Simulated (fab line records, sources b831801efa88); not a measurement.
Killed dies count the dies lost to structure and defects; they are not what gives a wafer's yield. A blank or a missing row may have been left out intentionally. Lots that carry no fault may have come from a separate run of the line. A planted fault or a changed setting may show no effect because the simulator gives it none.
The same fault as seen by 2 desks | flow gf180mcu | each desk holds nothing but its own numbers, with what lay behind them at the end

== METROLOGY DESK ==
What the gauges read, lot by lot, whatever tool the lot ran on: means of the sampled wafers that have a number. Marked OUT: a lot whose mean sits more than 4 standard deviations from the usual mean, which makes it out of limits; the brackets give that distance.
Columns: A = MIM_ALCU_RS at GF_MIM_RS_MEAS_10, usual 0.1603 ohm/sq; B = MIM_ALCU_THK at GF_MIM_THK_MEAS_11, usual 200.4 nm
lot  | first seen here | A                 | B
L385 | day 24 18:22    | 0.1592            | 200.0
L386 | day 24 23:48    | 0.1606            | 199.5
L387 | day 25 11:18    | 0.1577            | 203.9
L389 | day 26 11:14    | 0.1620            | 198.1
L392 | day 27 03:00    | 0.1600            | 200.8
L397 | day 28 12:50    | 0.1589            | 202.3
L400 | day 29 15:38    | 0.1601            | 200.8
L402 | day 30 02:53    | 0.1465 (-7.3) OUT | 220.4 (+8.7) OUT
L403 | day 30 08:57    | 0.1433 (-8.9) OUT | 225.8 (+11) OUT
L405 | day 31 00:17    | 0.1592            | 201.2
This desk reports L402, L403 out of limits; the earliest was L402 at day 30 02:53 (MIM_ALCU_RS at GF_MIM_RS_MEAS_10). L385, L386, L387, L389, L392, L397, L400, L405 stayed within limits.

== AT THE TOOL OWNER'S DESK: pvd_sputter-01 ==
The tool's own readings at GF_MIM_SPUTTER_08 (material AlCu, target thk 200 nm, time 10.6 s): means of the sampled wafers that have a number, for each lot that ran on this tool. Marked OUT: a lot whose mean sits more than 4 standard deviations from the usual mean, which makes it out of limits; the brackets give that distance.
Columns: A = throttle_valve_pct at GF_MIM_SPUTTER_08, usual 29.8 %
lot  | first seen here | A
L387 | day 25 11:12    | 30.1
L397 | day 28 12:43    | 30.5
L400 | day 29 15:33    | 31.0
L402 | day 30 02:49    | 29.9
L403 | day 30 08:53    | 30.5
Finding of this desk: none of the 5 lots has anything out of limits.

== PUT TOGETHER ==
An alarm was possible from the metrology desk at day 30 02:53, on L402, L403.
The tool owner's desk saw nothing out of limits.
Tool owner's desk: L402, L403 on record, inside its limits.
All the named lots went through GF_MIM_SPUTTER_08 on pvd_sputter-01.

== WHAT WAS PUT IN BY THE SIMULATOR ==
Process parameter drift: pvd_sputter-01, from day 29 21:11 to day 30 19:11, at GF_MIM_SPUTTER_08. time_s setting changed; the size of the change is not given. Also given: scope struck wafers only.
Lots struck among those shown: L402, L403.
Time in hours between the start of the fault and the first out-of-limits reading at each desk: metrology desk, 6.
